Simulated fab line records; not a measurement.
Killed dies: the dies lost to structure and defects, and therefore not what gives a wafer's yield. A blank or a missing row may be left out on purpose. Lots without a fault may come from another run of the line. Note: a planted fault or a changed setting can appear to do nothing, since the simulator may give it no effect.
The tool behind it: which one? :: flow sfq-line :: 14 lots with 42 wafers sampled at 2 steps, on a route of 325 steps

== WHAT THE GAUGES READ, wafer by wafer ==
SFQ_M6_RS_MEAS_938: measurement is done with a four-point probe. Usual: M6_NB_RS gives 0.891 ohm/sq (standard deviation 0.0088).
lot: L888
measured: day 66 20:50
on: film-metro-04
M6_NB_RS (ohm/sq): 0.882 0.901 0.876
flag: 

lot: L890
measured: day 69 20:28
on: film-metro-04
M6_NB_RS (ohm/sq): 0.883 0.883 0.894
flag: 

lot: L892
measured: day 70 02:41
on: film-metro-02
M6_NB_RS (ohm/sq): 0.891 0.894 0.888
flag: 

lot: L893
measured: day 70 07:26
on: film-metro-02
M6_NB_RS (ohm/sq): 0.900 0.905 0.911
flag: 

lot: L894
measured: day 70 08:36
on: film-metro-02
M6_NB_RS (ohm/sq): 0.887 0.882 0.886
flag: 

lot: L895
measured: day 70 11:18
on: film-metro-03
M6_NB_RS (ohm/sq): 0.894 0.892 0.884
flag: 

lot: L897
measured: day 70 19:31
on: film-metro-04
M6_NB_RS (ohm/sq): 0.893 0.883 0.893
flag: 

lot: L899
measured: day 71 11:22
on: film-metro-03
M6_NB_RS (ohm/sq): 1.478 0.885 0.882 1.479 0.885 0.882
flag: OFF

lot: L902
measured: day 72 06:36
on: film-metro-03
M6_NB_RS (ohm/sq): 1.527 0.891 0.901 1.530 0.889 0.901
flag: OFF

lot: L903
measured: day 72 08:56
on: film-metro-02
M6_NB_RS (ohm/sq): 0.900 0.894 0.897
flag: 

lot: L906
measured: day 73 09:10
on: film-metro-04
M6_NB_RS (ohm/sq): 0.890 0.886 0.884
flag: 

lot: L908
measured: day 73 12:48
on: film-metro-03
M6_NB_RS (ohm/sq): 0.883 0.894 0.899
flag: 

lot: L909
measured: day 73 17:35
on: film-metro-04
M6_NB_RS (ohm/sq): 0.887 0.882 0.883
flag: 

lot: L910
measured: day 73 23:44
on: film-metro-02
M6_NB_RS (ohm/sq): 0.897 0.909 0.902
flag: 

== WHICH TOOL RAN EACH LOT (tool, then ch and the chambers of the sampled wafers, then the start) ==
lot: L888
SFQ_TRILAYER_M6_DEP_SPUTTER_157: pvd-sputter-05, day 66 20:40

lot: L890
SFQ_TRILAYER_M6_DEP_SPUTTER_157: pvd-sputter-05, day 69 20:23

lot: L892
SFQ_TRILAYER_M6_DEP_SPUTTER_157: pvd-sputter-05, day 70 02:34

lot: L893
SFQ_TRILAYER_M6_DEP_SPUTTER_157: pvd-sputter-04, day 70 07:19

lot: L894
SFQ_TRILAYER_M6_DEP_SPUTTER_157: pvd-sputter-06, day 70 08:31

lot: L895
SFQ_TRILAYER_M6_DEP_SPUTTER_157: pvd-sputter-05, day 70 11:13

lot: L897
SFQ_TRILAYER_M6_DEP_SPUTTER_157: pvd-sputter-06, day 70 19:26

lot: L899
SFQ_TRILAYER_M6_DEP_SPUTTER_157: pvd-sputter-04, day 71 11:15

lot: L902
SFQ_TRILAYER_M6_DEP_SPUTTER_157: pvd-sputter-04, day 72 06:28

lot: L903
SFQ_TRILAYER_M6_DEP_SPUTTER_157: pvd-sputter-06, day 72 08:51

lot: L906
SFQ_TRILAYER_M6_DEP_SPUTTER_157: pvd-sputter-06, day 73 09:05

lot: L908
SFQ_TRILAYER_M6_DEP_SPUTTER_157: pvd-sputter-06, day 73 12:43

lot: L909
SFQ_TRILAYER_M6_DEP_SPUTTER_157: pvd-sputter-06, day 73 17:29

lot: L910
SFQ_TRILAYER_M6_DEP_SPUTTER_157: pvd-sputter-05, day 73 23:37
- SFQ_TRILAYER_M6_DEP_SPUTTER_157: material Nb, target thk 200 nm, time 133.3 s.

== AS READ BY THE TOOLS THEMSELVES (means over the sampled wafers that have a number; for cases with no such wafer, the mark the record gives instead) ==
SFQ_TRILAYER_M6_DEP_SPUTTER_157. Usual: base-pressure-pa 1.32e-06 Pa, standard deviation 1e-07; throttle-valve-pct 29.9 %, standard deviation 0.84.
lot: L888
tool: pvd-sputter-05
base-pressure-pa (Pa): 1.42e-06
throttle-valve-pct (%): 29.6
flag: 

lot: L890
tool: pvd-sputter-05
base-pressure-pa (Pa): 1.32e-06
throttle-valve-pct (%): 29.9
flag: 

lot: L892
tool: pvd-sputter-05
base-pressure-pa (Pa): 1.25e-06
throttle-valve-pct (%): 29.6
flag: 

lot: L893
tool: pvd-sputter-04
base-pressure-pa (Pa): 1.32e-06
throttle-valve-pct (%): 30.3
flag: 

lot: L894
tool: pvd-sputter-06
base-pressure-pa (Pa): 1.38e-06
throttle-valve-pct (%): 29.8
flag: 

lot: L895
tool: pvd-sputter-05
base-pressure-pa (Pa): 1.34e-06
throttle-valve-pct (%): 29.7
flag: 

lot: L897
tool: pvd-sputter-06
base-pressure-pa (Pa): 1.26e-06
throttle-valve-pct (%): 29.4
flag: 

lot: L899
tool: pvd-sputter-04
base-pressure-pa (Pa): 1.31e-06
throttle-valve-pct (%): 29.8
flag: 

lot: L902
tool: pvd-sputter-04
base-pressure-pa (Pa): 1.30e-06
throttle-valve-pct (%): 30.1
flag: 

lot: L903
tool: pvd-sputter-06
base-pressure-pa (Pa): 1.35e-06
throttle-valve-pct (%): 29.2
flag: 

lot: L906
tool: pvd-sputter-06
base-pressure-pa (Pa): 1.27e-06
throttle-valve-pct (%): 30.9
flag: 

lot: L908
tool: pvd-sputter-06
base-pressure-pa (Pa): 1.30e-06
throttle-valve-pct (%): 30.5
flag: 

lot: L909
tool: pvd-sputter-06
base-pressure-pa (Pa): 1.35e-06
throttle-valve-pct (%): 29.8
flag: 

lot: L910
tool: pvd-sputter-05
base-pressure-pa (Pa): 1.33e-06
throttle-valve-pct (%): 29.9
flag: 

== THE ANSWER, worked out from the rows above alone ==
Rule: lot off if the mean of its wafers having a number is beyond 3 standard deviations from the usual mean. A lot without any number at a reading at which 4 lots or more have one is off too. The other lots that the step has rows for count as sound. After the gauges, taken in route order, come the tools' own readings; for these a lot's mean is taken, as printed above. At the first step where some lot is off, the reading lying furthest off is the one used; lots without a number count as furthest.
Off: L899, L902, seen at SFQ_M6_RS_MEAS_938 (M6_NB_RS).
A tool fits if, at a process step before that reading, it ran every lot that is off, and no sound lot after the first of them. Gauges at SFQ_M6_RS_MEAS_938: tried the same way as those tools. One fits: SFQ_TRILAYER_M6_DEP_SPUTTER_157 on pvd-sputter-04. Its last sound lot is L893 (day 70 07:19), its first lot that is off L899 (day 71 11:15): a fault that began between those two fits.

== WHAT WAS PUT IN BY THE SIMULATOR ==
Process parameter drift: pvd-sputter-04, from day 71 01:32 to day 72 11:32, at SFQ_TRILAYER_M6_DEP_SPUTTER_157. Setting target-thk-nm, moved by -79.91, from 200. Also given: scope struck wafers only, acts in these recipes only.
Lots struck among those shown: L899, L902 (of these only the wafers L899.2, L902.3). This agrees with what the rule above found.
